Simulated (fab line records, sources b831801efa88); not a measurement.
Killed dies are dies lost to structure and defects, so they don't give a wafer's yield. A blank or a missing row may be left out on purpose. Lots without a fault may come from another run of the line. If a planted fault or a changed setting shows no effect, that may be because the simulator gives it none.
Comparing a struck lot with a sound one / flow sky130 / 15 steps out of a route of 708
Sound: these wafers, L441.1, L441.4, L441.6. Struck: wafers L450.2, L450.3, L450.4. The cause comes at the end.
Per side, at each step with rows, come the tool, then ch with its chambers, and then its first start. Under that, the readings that differ: sound wafers / struck wafers / difference of the means / sigmas: that difference in standard deviations of wafers without a fault.
alike: readings with means less than 2 such deviations apart, plus words and numbers identical on both sides. not compared: withheld readings, readings lacking a value on some wafer, bounds such as >300 that could conceal the same value, and numbers that have no deviation in the record and whose values overlap.
A row with sigmas, a row that says differs or no value, or rows on one side alone: a step with any of these is where the two part. Numbers that don't overlap but have no deviation are shown without sigmas and don't part them. Lack of a reading on every wafer of one side parts them only where that side has two or more wafers.

first, 4 steps without rows for these wafers: SKY_POLY_CUT_SOFTBAKE_04 (time 90 s); SKY_POLY_CUT_EXPOSE_05 (exposes mask NPCM, target cd 270 nm); SKY_POLY_CUT_PEB_06; SKY_POLY_CUT_DEVELOP_07 (develop time 60 s).
SKY_POLY_CUT_CD_MEAS_08: target cd 270 nm.
  struck on cd_sem-01, day 29 17:31; sound on cd_sem-02, day 26 11:43
  alike: cd_nm
SKY_POLY_CUT_OVL_MEAS_09:
  struck on overlay-01, day 29 17:38; sound on overlay-02, day 26 11:50
  alike: POLY_CUT_OVL
SKY_POLY_CUT_ETCH_10: etches BARC in N2/H2, stops on SiO2, time 45.9 s, target depth 60 nm.
  sound on rie_diel-02 ch 0,2,3, day 26 11:52; struck on rie_diel-04 ch 1,2,3, day 29 17:40
  alike: bias_w, chamber_pressure_mTorr, drypump_motor_current_A, oes_product_au, throttle_valve_pct
  not compared: rf_hours_counter_h
SKY_POLY_CUT_ETCH_11: etches Si3N4 in CF4/CH2F2/Ar, stops on poly-Si, time 42.5 s, target depth 60 nm.
  sound on rie_diel-02 ch 0,2,3, day 26 11:55; struck on rie_diel-04 ch 1,2,3, day 29 17:42
  alike: bias_w, ch2f2_flow_sccm, chamber_pressure_mTorr, drypump_motor_current_A, oes_product_au, throttle_valve_pct
  not compared: rf_hours_counter_h
SKY_POLY_CUT_STRIP_12: strips in O2/N2.
  sound on plasma_asher-01 ch 0,1, day 26 11:57; struck on plasma_asher-01 ch 0,1, day 29 17:44
  alike: chamber_pressure_mTorr, drypump_motor_current_A, oes_product_au, strip_time_to_endpoint_s
  not compared: rf_hours_counter_h
then, 3 steps without rows for these wafers: SKY_SD_P_DEHYDRATE_00 (time 60 s); SKY_SD_P_HMDS_01 (prime time 60 s); SKY_SD_P_COAT_02 (resist thk 1140 nm).
SKY_SD_P_SOFTBAKE_03: time 60 s.
  sound on litho_track-03 ch 0, day 27 02:41; struck on litho_track-03 ch 0, day 30 06:57
reading=heater_power_total_W (W); sound=56.60 56.54 56.66; struck=57.54 57.60 57.56; difference=+0.97; sigmas=+22
reading=plate_temp_C (C); sound=89.88 89.60 89.83; struck=- - -; difference=no value on the struck wafers; sigmas=
reading=run_length_s (s); sound=89.39 89.15 89.02; struck=86.19 86.20 86.07; difference=-3.03; sigmas=-19
  alike: chill_plate_temp_C
then, 1 step without rows for these wafers: SKY_SD_P_EXPOSE_04 (exposes mask PSDM, target cd 380 nm).
-- the record jumps here: 19 days lie between the struck wafers' starts before and after (it left off in module SD_P and takes up again in module PAD_OPEN, whose first step shown is number 708 of the route) --
SKY_PAD_OPEN_PROBE_99:
  struck on prober-01, day 49 13:05; sound on prober-02, day 47 18:45
  alike: killed_at_M0_to_M3, killed_at_M4_up, killed_at_contacts, killed_at_front_end, killed_at_other, killed_dies, killed_open, killed_short

WHERE THEY PART
Only at SKY_SD_P_SOFTBAKE_03, as far as this record shows. Later steps at which nothing parts them and some readings are alike: SKY_PAD_OPEN_PROBE_99.

WHY: the cause the simulator had injected
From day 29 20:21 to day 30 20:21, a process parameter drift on litho_track-03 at SKY_SD_P_SOFTBAKE_03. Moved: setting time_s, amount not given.
